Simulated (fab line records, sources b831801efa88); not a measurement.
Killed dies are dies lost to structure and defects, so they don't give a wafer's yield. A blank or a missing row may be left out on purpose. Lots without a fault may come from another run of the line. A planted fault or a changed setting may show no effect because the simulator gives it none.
Which tool did it? | flow sky130 | 14 lots, 42 wafers sampled, at 3 steps of a route of 708

WHAT THE GAUGES READ, wafer by wafer
SKY_VT_ADJUST_PCH_TW_MEAS_10. Usual: VT_ADJUST_PCH_TW 142.7, standard deviation 0.86.
lot  | measured     | on            | VT_ADJUST_PCH_TW  | flag
L624 | day 11 08:52 | film_metro-04 | 143.1 142.6 143.4 |
L626 | day 12 04:17 | film_metro-04 | 143.3 143.0 143.1 |
L628 | day 12 17:40 | film_metro-03 | 143.6 142.8 143.7 |
L629 | day 13 10:19 | film_metro-01 | 143.7 142.9 143.4 |
L631 | day 13 13:46 | film_metro-01 | 142.3 143.3 143.7 |
L630 | day 13 14:08 | film_metro-01 | 143.1 142.8 144.2 |
L632 | day 13 15:25 | film_metro-03 | 141.5 141.6 140.6 |
L633 | day 14 02:33 | film_metro-03 | 141.9 142.4 141.8 |
L635 | day 14 12:24 | film_metro-03 | 142.6 142.8 142.4 |
L634 | day 14 13:12 | film_metro-04 | 142.9 143.8 143.7 |
L636 | day 14 15:32 | film_metro-03 | 142.0 142.1 141.8 |
L643 | day 16 19:43 | film_metro-04 | 143.2 141.7 143.2 |
L642 | day 16 20:20 | film_metro-03 | 142.0 142.0 142.2 |
L644 | day 17 03:48 | film_metro-01 | 144.5 143.2 144.3 |

SKY_SONOS_ONO_OVL_MEAS_14. Usual: SONOS_ONO_OVL -1.1 nm, standard deviation 1.5.
lot  | measured     | on         | SONOS_ONO_OVL (nm) | flag
L624 | day 13 15:43 | overlay-01 | -2.9 -2.6 -1.8     |
L626 | day 14 11:49 | overlay-01 | -2.6 -2.1 -2.0     |
L628 | day 15 03:02 | overlay-02 | -0.4 0.4 -0.9      |
L629 | day 15 19:31 | overlay-02 | -0.7 -2.8 -3.2     |
L631 | day 16 00:14 | overlay-02 | -2.9 -3.8 -3.3     |
L630 | day 16 00:32 | overlay-01 | 0.1 0.6 -1.1       |
L632 | day 16 01:47 | overlay-02 | 1.0 -0.4 1.5       |
L633 | day 16 14:18 | overlay-01 | 0.7 -0.5 0.6       |
L635 | day 16 21:06 | overlay-01 | 0.1 1.0 -1.5       |
L634 | day 17 00:54 | overlay-01 | -1.6 -1.4 -0.3     |
L636 | day 17 01:06 | overlay-02 | 0.5 2.2 -0.8       |
L643 | day 19 12:23 | overlay-01 | -2.7 -2.0 -2.8     |
L642 | day 19 12:41 | overlay-02 | -0.4 -2.2 -1.5     |
L644 | day 20 01:57 | overlay-02 | -3.4 -1.5 -1.4     |

SKY_POLY_GATE_OVL_MEAS_14. Usual: POLY_GATE_OVL -2 nm, standard deviation 5.8.
lot  | measured     | on         | POLY_GATE_OVL (nm) | flag
L624 | day 17 08:38 | overlay-02 | 0 -2 -10           |
L626 | day 18 05:52 | overlay-01 | -1 -3 4            |
L628 | day 18 23:51 | overlay-02 | 3 4 1              |
L629 | day 19 23:38 | overlay-02 | -1 -2 -2           |
L631 | day 20 02:17 | overlay-02 | -13 -12 5          |
L630 | day 20 02:40 | overlay-02 | 12 2 2             |
L632 | day 20 06:18 | overlay-02 | -6 2 -3            |
L633 | day 20 16:43 | overlay-02 | -9 -9 -11          |
L635 | day 20 21:52 | overlay-01 | 5 7 7              |
L634 | day 21 05:32 | overlay-01 | -1 -11 -1          |
L636 | day 21 03:53 | overlay-01 | 0 -2 -1            |
L643 | day 23 12:38 | overlay-01 | 1 -4 0             |
L642 | day 23 15:39 | overlay-02 | -9 -14 -12         |
L644 | day 24 06:02 | overlay-01 | -3 -6 -2           |

WHICH TOOL RAN EACH LOT (tool, then ch and the chambers of the sampled wafers, then the start)
The record holds no process step before these readings.

WHAT THE TOOLS THEMSELVES READ (means of the sampled wafers that have a number; where no wafer has one, the mark that the record gives instead)
The record holds no such reading with a usual standard deviation.

THE ANSWER, worked out from the rows above alone
Rule: a lot is off if the mean of its wafers that have a number lies more than 3 standard deviations from the usual mean. A lot without any number at a reading at which 4 lots or more have one is off too. The other lots that the step has rows for count as sound. The gauges are gone through in route order, then the tools' own readings, and for those a lot's mean is taken as printed above. The first step at which some lot is off is used, and at that step the reading that is off furthest; a lot without a number counts as furthest.
No lot is off at any reading shown: from this, nothing can be told.

WHAT THE SIMULATOR HAD PUT IN
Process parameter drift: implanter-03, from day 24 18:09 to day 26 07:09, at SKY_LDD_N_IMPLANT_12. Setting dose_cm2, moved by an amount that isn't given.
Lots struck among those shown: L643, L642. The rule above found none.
